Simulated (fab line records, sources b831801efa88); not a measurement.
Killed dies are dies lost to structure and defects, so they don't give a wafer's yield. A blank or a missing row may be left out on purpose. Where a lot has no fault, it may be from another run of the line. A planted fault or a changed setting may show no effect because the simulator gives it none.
A struck lot beside a sound one :: flow gf180mcu :: 37 out of 602 route steps
Sound: the wafers L225.3, L225.4, L225.6. Struck: wafer L233.6. (L233.2, L233.5 of the same lot were not struck and are left out.) The cause comes at the end.
Order at every step that has rows: each side's tool, ch and its chambers, its first start. Under that, the readings that differ: sound wafers :: struck wafers :: difference of the means :: sigmas: that difference in standard deviations of wafers without a fault.
alike: readings with means less than 2 such deviations apart, plus words and numbers identical on both sides. not compared: withheld readings, readings lacking a value on some wafer, bounds such as >300 that could conceal the same value, and numbers that have no deviation in the record and whose values overlap.
A row with sigmas, a row that says differs or no value, or rows on one side alone: a step with any of these is where the two part. Numbers that don't overlap but have no deviation are shown without sigmas and don't part them. Lack of a reading on every wafer of one side parts them only where that side has two or more wafers.

first, 1 step without rows for these wafers: GF_M5_DEVELOP_06 (develop time 60 s).
GF_M5_CD_MEAS_07 targets a cd of 280 nm.
  sound on cd_sem-01, day 29 06:14; struck on cd_sem-01, day 31 10:46
  alike: cd_nm
GF_M5_OVL_MEAS_08:
  sound on overlay-02, day 29 06:20; struck on overlay-01, day 31 10:52
  alike: M5_OVL
GF_M5_ETCH_09: etches Si3N4 in CF4/O2, target depth 52 nm, time 11.6 s.
  sound on rie_diel-02 ch 0,3, day 29 06:21; struck on rie_diel-02 ch 2, day 31 10:54
reading: rf_fwd_power_W (W)
sound: 780 782 779
struck: 792
difference: +12
sigmas: +3

reading: throttle_valve_pct (%)
sound: 5.973 5.968 5.976
struck: 5.951
difference: -0.021
sigmas: -2
  alike: O2_flow_sccm, drypump_motor_current_A, oes_product_au
  not compared: rf_hours_counter_h
GF_M5_METAL_ETCH_10: etches the open film in Cl2/BCl3, stops on SiO2, target depth 627.5 nm, time 104.6 s.
  sound on rie_metal-02 ch 0,1, day 29 06:25; struck on rie_metal-01 ch 1, day 31 10:56
  alike: drypump_motor_current_A, oes_product_au, rf_fwd_power_W, throttle_valve_pct
  not compared: rf_hours_counter_h
then, 4 steps without rows for these wafers: GF_M5_STRIP_11 (strips in O2/N2); GF_M5_STRIP_12 (strips in post etch residue remover, time 1200 s); GF_M5_CLEAN_13 (cleans in DIW); GF_V5_CVD_00 (deposits SiO2, target thk 300 nm, time 50 s).
GF_V5_THK_MEAS_01:
  sound on film_metro-02, day 29 07:05; struck on film_metro-03, day 31 11:38
  alike: V5_CVD_00_THK
then, 1 step without rows for these wafers: GF_V5_CVD_02 (deposits SiO2 from TEOS, target thk 1450 nm, time 163.28 s).
GF_V5_THK_MEAS_03:
  sound on film_metro-01, day 29 07:15; struck on film_metro-03, day 31 11:47
  alike: V5_CVD_02_THK
GF_V5_CMP_04: polishes SiO2.
  sound on cmp-02 ch 1,3, day 29 07:20; struck on cmp-01 ch 2, day 31 11:53
reading: model.SiO2_of_V5_CVD_02.thk_nm (nm)
sound: 856 854.1 855.6
struck: 1068
difference: +213
sigmas: 
  alike: motor_current_A
GF_V5_BOW_MEAS_05:
  sound on film_metro-03, day 29 07:38; struck on film_metro-01, day 31 12:10
  alike: V5_BOW
then, 8 steps without rows for these wafers: GF_V5_DEHYDRATE_06 (time 60 s); GF_V5_HMDS_07 (prime time 60 s); GF_V5_COAT_08; GF_V5_COAT_09 (resist thk 1000 nm); GF_V5_SOFTBAKE_10 (time 60 s); GF_V5_EXPOSE_11 (exposes mask Via5, target cd 260 nm); GF_V5_PEB_12 (peb time 90 s); GF_V5_DEVELOP_13 (develop time 60 s).
GF_V5_CD_MEAS_14 targets a cd of 260 nm.
  sound on cd_sem-02, day 30 02:08; struck on cd_sem-01, day 32 05:25
reading: cd_nm (nm)
sound: 257.3 257.1 257.5
struck: 259.9
difference: +2.6
sigmas: +2
GF_V5_OVL_MEAS_15:
  sound on overlay-01, day 30 02:13; struck on overlay-01, day 32 05:31
  alike: V5_OVL
then, 1 step without rows for these wafers: GF_V5_ETCH_16 (etches BARC in N2/H2).
GF_V5_ETCH_17: etches SiO2 in C4F8/O2/Ar, stops on TiN, target depth 855 nm.
  sound: rie_diel-01 ch 1,2,3; struck: rie_diel-02 ch 1
reading: oes_product_au (a.u.)
sound: 0.864 0.856 0.859
struck: 0.979
difference: +0.119
sigmas: +25

reading: model.V5.feature_depth_nm (nm)
sound: 856 854.1 855.6
struck: 1068
difference: +213
sigmas: 

reading: model.etch.depth_nm (nm)
sound: 856 854.1 855.6
struck: 1068
difference: +213
sigmas: 
  alike: rf_fwd_power_W
then, 4 steps without rows for these wafers: GF_V5_STRIP_18 (strips in O2/N2); GF_V5_STRIP_19 (strips in post etch residue remover, time 1200 s); GF_V5_CLEAN_20 (cleans in DIW); GF_V5_SPUTTER_21 (material Ti, target thk 15 nm, time 80.02 s).
GF_V5_SPUTTER_22: material TiN, target thk 10 nm, time 40 s.
  sound on pvd_sputter-04, day 30 03:00; struck on pvd_sputter-04, day 32 06:18
  alike: throttle_valve_pct
GF_V5_CVD_23: deposits W, target thk 350 nm, time 104.9 s.
  sound on cvd_w-02 ch 0,1, day 30 03:04; struck on cvd_w-01 ch 1, day 32 06:20
  alike: heater_power_w
GF_V5_RS_MEAS_24: a four-point-probe measurement.
  sound on film_metro-03, day 30 03:11; struck on film_metro-02, day 32 06:28
  alike: V5_W_RS
GF_V5_THK_MEAS_25: measures by xrf.
  sound on film_metro-03, day 30 03:17; struck on film_metro-02, day 32 06:35
  alike: V5_W_THK
GF_V5_CMP_26: polishes, stops on SiO2, t overpolish 15 s, target thk 0 nm.
  sound on cmp-01 ch 0,2, day 30 03:23; struck on cmp-02 ch 2, day 32 06:55
reading: model.SiO2_of_V5_CVD_02.thk_nm (nm)
sound: 852.2 850.3 851.8
struck: 1064
difference: +213
sigmas: 
  alike: motor_current_A
GF_TOP_METAL_SPUTTER_00: material Ti, target thk 37.5 nm, time 150 s.
  sound on pvd_sputter-01, day 30 03:38; struck on pvd_sputter-04, day 32 07:13
  alike: throttle_valve_pct
GF_PASSIVATION_PROBE_99:
  sound on prober-02, day 31 18:25; struck on prober-02, day 33 19:33
reading: model.etest.via5_chain.rc_ohm
sound: 7.267 7.106 7.347
struck: 12.88
difference: +5.64
sigmas: 

## WHERE THEY PART
Last at GF_V5_ETCH_17 as far as this record goes, first at GF_M5_ETCH_09. Later steps at which nothing parts them and some readings are alike: GF_V5_SPUTTER_22, GF_V5_CVD_23, GF_V5_RS_MEAS_24, GF_V5_THK_MEAS_25, GF_V5_CMP_26, GF_TOP_METAL_SPUTTER_00.

WHY: whatever the simulator had introduced
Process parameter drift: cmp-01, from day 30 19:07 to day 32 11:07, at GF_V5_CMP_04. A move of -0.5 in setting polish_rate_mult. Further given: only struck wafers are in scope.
